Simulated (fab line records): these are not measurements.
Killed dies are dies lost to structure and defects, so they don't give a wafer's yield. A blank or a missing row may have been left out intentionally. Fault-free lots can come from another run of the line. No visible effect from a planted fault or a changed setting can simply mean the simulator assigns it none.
fab line records	flow sky130
record: lots: 11	wafers: 33	last-day: 50
route steps=708 shown VIA4@659 METAL5@675 PASSIVATION@681 PAD_OPEN@708
lots untouched by any fault: they come from a run of this same line in which no faults occurred
start-h: hours from the record's first day to the start of the lot's first wafer shown	wait-h: hours elapsed since this lot's preceding step	" unchanged from the row above	L1.1+2: a single row standing in for several wafers	- no value, or no start was given	* or withheld: withheld	< > ~ a bound
route shown NAME@n: a module of which the file shows steps, and the number in the route of the first	usual: the fault-free wafers' mean and standard deviation	same: alike in all rows	chamber/n: place in a boat	sites: readings site by site	_std_site: their standard deviation	_edge_site: mean of outer sites minus mean of inner sites	radius-mm: for every site, how far away it sits from the centre of the wafer	mask NAME#n: copy n	behind: the last tool/chamber to shape the wafer	hold: what put the lot on hold/how long, in hours/how the hold closed	device: transistor that didn't switch, given as n, p or np	end of line: the route-end tests of the same wafers	where a step has no rows: the recipe by itself	killed: count of dies lost to structure and defects at first sort (not the wafer's yield)	map: a wafer's dies, marking killed ones x, the rest . and places with no die _
set.NAME: setting as actually run; set.NAME@STEP: the setting as run at that earlier step	model.NAME: the simulator's own value behind a step, which no gauge read
route steps across a sampled set of lots; one table per step, one row per wafer
services: a tool's chamber out of use, with start hour (start-h, from the record's first day; less than 0 if before it), hours out, and reason
== steps ==
step: SKY_VIA4_THK_MEAS_20
recipe: thk-meas-gauge: xrf	reads: W_of_VIA4_CVD_18
usual: VIA4_W_THK: 494/11
lot.wafer	tool	chamber	start-h	wait-h	VIA4_W_THK[nm]
L909.1	film-metro-04	-	1035.73	0.1	478
L909.4	"	-	"	"	491
L909.6	"	-	"	"	484
L911.2	film-metro-03	-	1039.94	0.1	487
L911.3	"	-	"	"	500
L911.5	"	-	"	"	501
L912.2	film-metro-02	-	1041.20	0.1	506
L912.4	"	-	"	"	512
L912.5	"	-	"	"	501
L913.1	film-metro-04	-	1048.28	0.1	473
L913.2	"	-	"	"	486
L913.3	"	-	"	"	475
L915.2	film-metro-04	-	1066.47	0.1	479
L915.3	"	-	"	"	483
L915.6	"	-	"	"	486
L920.1	film-metro-02	-	1089.23	0.1	497
L920.2	"	-	"	"	494
L920.4	"	-	"	"	488
L922.1	film-metro-03	-	1093.44	0.1	493
L922.2	"	-	"	"	491
L922.4	"	-	"	"	497
L924.1	film-metro-02	-	1105.75	0.1	494
L924.4	"	-	"	"	494
L924.5	"	-	"	"	499
L926.2	film-metro-04	-	1115.45	0.1	481
L926.3	"	-	"	"	484
L926.5	"	-	"	"	477
L927.1	film-metro-02	-	1122.14	0.1	493
L927.2	"	-	"	"	489
L927.4	"	-	"	"	488
L929.1	film-metro-02	-	1138.22	0.1	501
L929.2	"	-	"	"	511
L929.4	"	-	"	"	503
step: SKY_METAL5_DESCUM_14
recipe: chemistry: O2	source-power-w: 150	bias-power-w: 0	pressure-mtorr: 10	temp-c: 40	time-s: 11
usual: drypump-motor-current-A: 5.72/0.24	oes-product-au: 0.997/0.012	rf-fwd-power-W: 146.6/0.65
lot.wafer	tool	chamber	start-h	wait-h	drypump-motor-current-A	oes-product-au	rf-fwd-power-W	rf-hours-counter-h
L909.1	rie-metal-02	0	1058.09	0.1	6.31	0.996	147.8	13
L909.4	"	1	"	"	5.56	1.000	147.5	-
L909.6	"	0	"	"	6.30	0.994	147.7	-
L911.2	rie-metal-03	1	1062.70	0.1	5.48	1.000	146.6	14
L911.3	"	0	"	"	5.68	0.993	146.4	-
L911.5	"	0	"	"	5.67	0.993	146.7	-
L912.2	rie-metal-04	0	1063.52	0.1	5.66	0.996	145.2	11
L912.4	"	0	"	"	5.68	1.002	146.4	-
L912.5	"	1	"	"	5.73	0.987	146.2	-
L913.1	rie-metal-04	1	1069.87	0.1	5.73	0.995	146.2	19
L913.2	"	0	"	"	5.67	1.005	146.4	12
L913.3	"	0	"	"	5.69	1.015	146.1	-
L915.2	rie-metal-02	1	1088.15	0.1	5.56	1.013	147.4	9
L915.3	"	0	"	"	6.30	1.001	147.4	-
L915.6	"	1	"	"	5.55	1.010	148.0	-
L920.1	rie-metal-04	1	1110.52	0.1	5.73	0.975	145.9	21
L920.2	"	0	"	"	5.70	1.014	146.5	14
L920.4	"	0	"	"	5.70	1.007	145.9	-
L922.1	rie-metal-04	0	1114.95	0.1	5.68	1.007	145.5	15
L922.2	"	1	"	"	5.72	0.982	146.3	22
L922.4	"	1	"	"	5.70	0.985	145.8	-
L924.1	rie-metal-03	1	1125.87	0.1	5.49	1.018	146.9	20
L924.4	"	1	"	"	5.50	1.010	146.8	-
L924.5	"	1	"	"	5.49	1.009	147.1	-
L926.2	rie-metal-02	0	1135.77	0.1	6.30	1.008	147.7	19
L926.3	"	0	"	"	6.29	0.993	147.3	-
L926.5	"	0	"	"	6.29	0.999	146.7	-
L927.1	rie-metal-04	0	1142.35	0.1	5.68	1.006	146.9	17
L927.2	"	1	"	"	5.75	0.992	146.9	24
L927.4	"	1	"	"	5.74	0.985	145.9	-
L929.1	rie-metal-04	1	1157.65	0.1	5.69	0.983	145.3	25
L929.2	"	0	"	"	5.68	1.006	146.2	18
L929.4	"	0	"	"	5.67	1.008	146.6	-
step: SKY_PASSIVATION_CVD_00
recipe: material: SiO2	target-thk-nm: 90	temp-c: 400	time-s: withheld	rf-w: 600
usual: heater-power-w: 633/94	rf-fwd-power-W: 588/3.4	susceptor-temp-C: 399.99/0.24
lot.wafer	tool	chamber	start-h	wait-h	heater-power-w	rf-fwd-power-W	susceptor-temp-C
L909.1	pecvd-04	0	1058.96	0.0	567	594	400.11
L909.4	"	2	"	"	499	595	400.05
L909.6	"	1	"	"	629	592	400.30
L911.2	pecvd-01	1	1063.58	0.0	671	593	399.94
L911.3	"	0	"	"	492	590	400.34
L911.5	"	1	"	"	657	594	399.58
L912.2	pecvd-03	1	1064.52	0.0	598	584	399.65
L912.4	"	1	"	"	603	586	399.94
L912.5	"	2	"	"	849	587	400.12
L913.1	pecvd-01	1	1070.78	0.0	692	590	400.07
L913.2	"	0	"	"	556	591	399.74
L913.3	"	2	"	"	638	587	399.97
L915.2	pecvd-03	2	1089.03	0.0	779	585	399.68
L915.3	"	1	"	"	677	584	399.59
L915.6	"	1	"	"	682	585	399.99
L920.1	pecvd-03	0	1111.38	0.0	560	588	400.25
L920.2	"	2	"	"	727	583	400.27
L920.4	"	1	"	"	672	585	399.98
L922.1	pecvd-01	0	1116.16	0.0	562	589	400.01
L922.2	"	2	"	"	653	587	399.99
L922.4	"	1	"	"	663	591	399.55
L924.1	pecvd-04	2	1127.00	0.0	518	589	399.89
L924.4	"	0	"	"	640	596	399.84
L924.5	"	1	"	"	623	592	399.54
L926.2	pecvd-04	0	1136.63	0.0	652	590	400.55
L926.3	"	2	"	"	505	589	400.25
L926.5	"	0	"	"	631	589	400.39
L927.1	pecvd-01	2	1143.21	0.0	645	590	400.25
L927.2	"	1	"	"	707	595	399.90
L927.4	"	2	"	"	639	590	400.34
L929.1	pecvd-04	2	1158.51	0.0	477	593	400.12
L929.2	"	0	"	"	636	593	399.59
L929.4	"	2	"	"	488	591	400.22
step: SKY_PASSIVATION_THK_MEAS_01
recipe: reads: SiO2_of_PASSIVATION_CVD_00
usual: PASSIVATION_CVD_00_THK: 90.1/1.3
lot.wafer	tool	chamber	start-h	wait-h	PASSIVATION_CVD_00_THK[nm]
L909.1	film-metro-04	-	1058.98	-	89.6
L909.4	"	-	"	"	90.9
L909.6	"	-	"	"	90.5
L911.2	film-metro-04	-	1063.61	-	89.6
L911.3	"	-	"	"	89.7
L911.5	"	-	"	"	91.7
L912.2	film-metro-01	-	1064.56	-	88.8
L912.4	"	-	"	"	91.5
L912.5	"	-	"	"	91.6
L913.1	film-metro-04	-	1070.80	-	91.6
L913.2	"	-	"	"	91.6
L913.3	"	-	"	"	90.5
L915.2	film-metro-04	-	1089.06	-	89.6
L915.3	"	-	"	"	88.7
L915.6	"	-	"	"	90.1
L920.1	film-metro-04	-	1111.40	-	161.9
L920.2	"	-	"	"	89.7
L920.4	"	-	"	"	91.0
L922.1	film-metro-04	-	1116.18	-	89.8
L922.2	"	-	"	"	89.4
L922.4	"	-	"	"	91.4
L924.1	film-metro-01	-	1127.02	-	87.8
L924.4	"	-	"	"	90.1
L924.5	"	-	"	"	89.5
L926.2	film-metro-01	-	1136.66	-	89.2
L926.3	"	-	"	"	88.6
L926.5	"	-	"	"	90.7
L927.1	film-metro-01	-	1143.24	-	89.5
L927.2	"	-	"	"	90.9
L927.4	"	-	"	"	90.7
L929.1	film-metro-01	-	1158.53	-	87.7
L929.2	"	-	"	"	87.3
L929.4	"	-	"	"	89.7
step: SKY_PASSIVATION_THK_MEAS_03
recipe: reads: Si3N4_of_PASSIVATION_CVD_02
usual: PASSIVATION_CVD_02_THK: 542/7.3
lot.wafer	tool	chamber	start-h	wait-h	PASSIVATION_CVD_02_THK[nm]
L909.1	film-metro-01	-	1059.38	-	526
L909.4	"	-	"	"	530
L909.6	"	-	"	"	534
L911.2	film-metro-04	-	1063.89	-	532
L911.3	"	-	"	"	541
L911.5	"	-	"	"	550
L912.2	film-metro-04	-	1064.84	-	544
L912.4	"	-	"	"	553
L912.5	"	-	"	"	553
L913.1	film-metro-04	-	1071.08	-	535
L913.2	"	-	"	"	543
L913.3	"	-	"	"	539
L915.2	film-metro-03	-	1089.34	-	533
L915.3	"	-	"	"	535
L915.6	"	-	"	"	546
L920.1	film-metro-01	-	1111.68	-	548
L920.2	"	-	"	"	542
L920.4	"	-	"	"	556
L922.1	film-metro-04	-	1116.46	-	543
L922.2	"	-	"	"	541
L922.4	"	-	"	"	556
L924.1	film-metro-03	-	1127.42	-	529
L924.4	"	-	"	"	542
L924.5	"	-	"	"	534
L926.2	film-metro-03	-	1136.94	-	543
L926.3	"	-	"	"	538
L926.5	"	-	"	"	548
L927.1	film-metro-04	-	1143.52	-	528
L927.2	"	-	"	"	531
L927.4	"	-	"	"	545
L929.1	film-metro-03	-	1158.81	-	541
L929.2	"	-	"	"	547
L929.4	"	-	"	"	547
step: SKY_PAD_OPEN_PROBE_99
usual: defect-limited-yield: 82.1/1.9	killed_at_M0_to_M3: 44/6.6	killed_at_M4_up: 3.0/1.9	killed-at-contacts: 24/5.1	killed-at-front-end: 16/4.6	killed-at-other: 0.3/0.59	killed-dies: 88/9.5	killed-open: 48/6.7	killed-short: 40/6.1	sort_bin_3_pad_short: 0.9/0.43	sort_bin_5_function: 10.7/1.6	sort_bin_6_memory: 6.3/1.1	sort-n-pass: 404/9.5	sort-yield-pct: 82.1/1.9
same: gross-dies: 492	killed-at-back-side: 0	sort_bin_4_leakage[%]: 0	sort_bin_8_speed[%]: 0
lot.wafer	tool	chamber	start-h	wait-h	defect-limited-yield[%]	killed_at_M0_to_M3	killed_at_M4_up	killed-at-contacts	killed-at-front-end	killed-at-other	killed-dies	killed-open	killed-short	sort_bin_3_pad_short[%]	sort_bin_5_function[%]	sort_bin_6_memory[%]	sort-n-pass	sort-yield-pct[%]
L926.2	prober-01	-	1175.57	0.1	85.6	33	3	22	13	0	71	40	31	0.6	8.3	5.5	421	85.6
L926.3	prober-01	-	1175.62	0.2	82.1	44	2	16	26	0	88	47	41	1.8	10.0	6.1	404	82.1
L926.5	prober-01	-	1175.72	0.2	82.9	46	0	23	15	0	84	53	31	1.0	10.6	5.5	408	82.9
killed by level:class
L926.2 VIA1:geometric-particle:open=11 CONTACT:geometric-particle:open=10 VIA2:geometric-particle:open=6 METAL1:geometric-particle:short=6 METAL2:geometric-particle:short=5 POLY_GATE:geometric-particle:short=4 CONTACT:geometric-particle:short=4 FIELD_ISO:geometric-particle:open=3
L926.3 CONTACT:geometric-particle:open=11 FIELD_ISO:geometric-particle:open=10 VIA1:geometric-particle:open=8 METAL1:geometric-particle:short=7 POLY_GATE:geometric-particle:open=7 VIA1:geometric-particle:short=7 METAL2:geometric-particle:short=6 FIELD_ISO:geometric-particle:short=5
L926.5 VIA1:geometric-particle:open=12 CONTACT:geometric-particle:open=8 VIA2:geometric-particle:open=8 LI_CONTACT:geometric-particle:open=7 VIA1:geometric-particle:short=5 FIELD_ISO:geometric-particle:open=4 FIELD_ISO:geometric-particle:short=4 METAL1:geometric-particle:short=4
== services ==
tool	chamber	start-h	hours	kind
pecvd-03	-	1037.55	0.4	repair
pecvd-01	-	1038.09	15.6	pm
pecvd-03	-	1043.69	1.2	repair
pecvd-03	1	1055.18	2.1	scheduled-down
pecvd-03	1	1057.41	5.5	scheduled-down
pecvd-03	0	1068.15	5.5	scheduled-down
rie-metal-03	0	1093.79	5.3	repair
rie-metal-03	1	1117.79	3.1	repair
pecvd-03	2	1125.19	2.1	scheduled-down
rie-metal-02	-	1127.77	2.8	pm
pecvd-01	2	1145.47	5.5	scheduled-down
pecvd-04	1	1146.27	2.1	scheduled-down
pecvd-03	-	1153.54	0.7	repair
== key ==
first-sign: step: SKY_PASSIVATION_THK_MEAS_01	reading: PASSIVATION_CVD_00_THK	direction: up	sigmas: 54	usual: 90.1	struck: 161.9
effect none on later readings
met-at SKY_PASSIVATION_CVD_00
struck-lots L920
struck-wafers L920.1
not-acting-at SKY_VIA4_THK_MEAS_20,SKY_METAL5_DESCUM_14,SKY_PASSIVATION_THK_MEAS_03
fault: kind: process-parameter-drift	tool: pecvd-03	chamber: 0	onset-h: 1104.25	steps: SKY_PASSIVATION_CVD_00	channel: target-thk-nm	offset: 72.104	shape: step	end-h: 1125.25	acts-in: these-recipes-only	stated: 90
